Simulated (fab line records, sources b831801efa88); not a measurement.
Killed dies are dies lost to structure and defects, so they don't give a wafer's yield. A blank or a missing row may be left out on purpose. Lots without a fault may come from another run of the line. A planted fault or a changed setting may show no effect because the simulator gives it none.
Chamber matching | flow gf180mcu | GF_CONTACT_CMP_04 on cmp-02: 4 sister chambers
The step polishes SiO2. 18 wafers are shown with their chamber, then 9 later ones without.

WAFERS WITH THEIR CHAMBER
wafer  | chamber | motor_current_A (A) | time_to_endpoint_s (s)
L284.1 | 1       | 12.7                | 106
L284.3 | 2       | 12.8                | 111
L284.6 | 3       | 11.7                | 120
L286.2 | 1       | 13.4                | 119
L286.4 | 2       | 13.1                | 111
L286.6 | 2       | 13.3                | 118
L290.1 | 2       | 12.9                | 116
L290.5 | 3       | 12.5                | 128
L290.6 | 2       | 13.6                | 121
L292.1 | 3       | 12.1                | 108
L292.3 | 1       | 13.3                | 109
L292.5 | 3       | 12.1                | 112
L293.2 | 1       | 13.5                | 105
L293.4 | 3       | 12.5                | 115
L293.5 | 0       | 12.6                | 106
L295.1 | 3       | 12.5                | 106
L295.3 | 0       | 13.0                | 109
L295.6 | 2       | 12.8                | 109

SIGNATURES (means of the wafers above)
reading            | chamber 0 | chamber 1 | chamber 2 | chamber 3 | scatter within a chamber
motor_current_A    | 12.800    | 13.225    | 13.083    | 12.233    | 0.328
time_to_endpoint_s | 107.50    | 109.75    | 114.33    | 114.83    | 6.39
Rule: a wafer's distance from a chamber is the root of the sum, over the readings, of the square of ((its reading less the chamber's mean) divided by the reading's scatter). The wafer belongs to the nearest chamber; if the next one is less than 2 further off, it can't be placed. The scatter: the root of (the sum of the squares of (reading less its chamber's mean) over the shown wafers, divided by (wafers less chambers)).

WAFERS WITHOUT THEIR CHAMBER
wafer  | motor_current_A (A) | time_to_endpoint_s (s)
L300.2 | 13.1                | 115
L300.3 | 13.1                | 114
L300.4 | 12.6                | 123
L303.1 | 13.1                | 109
L303.2 | 11.9                | 115
L303.5 | 13.5                | 111
L305.4 | 12.5                | 114
L305.5 | 13.3                | 117
L305.6 | 12.3                | 116

WHICH CHAMBER EACH WENT THROUGH
wafer  | from the rows above               | in truth
L300.2 | can't be placed: 2 or 1 or 0      | 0
L300.3 | can't be placed: 2 or 1 or 0      | 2
L300.4 | can't be placed: 3 or 2 or 0 or 1 | 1
L303.1 | can't be placed: 1 or 2 or 0      | 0
L303.2 | can't be placed: 3 or 0           | 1
L303.5 | can't be placed: 1 or 2 or 0      | 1
L305.4 | can't be placed: 3 or 0 or 2 or 1 | 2
L305.5 | can't be placed: 2 or 1 or 0      | 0
L305.6 | can't be placed: 3 or 0           | 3
Placed correctly: 0 of 9. Can't be placed from these rows: 9 (the true chamber is among the candidates in 8). Placed wrongly: 0.
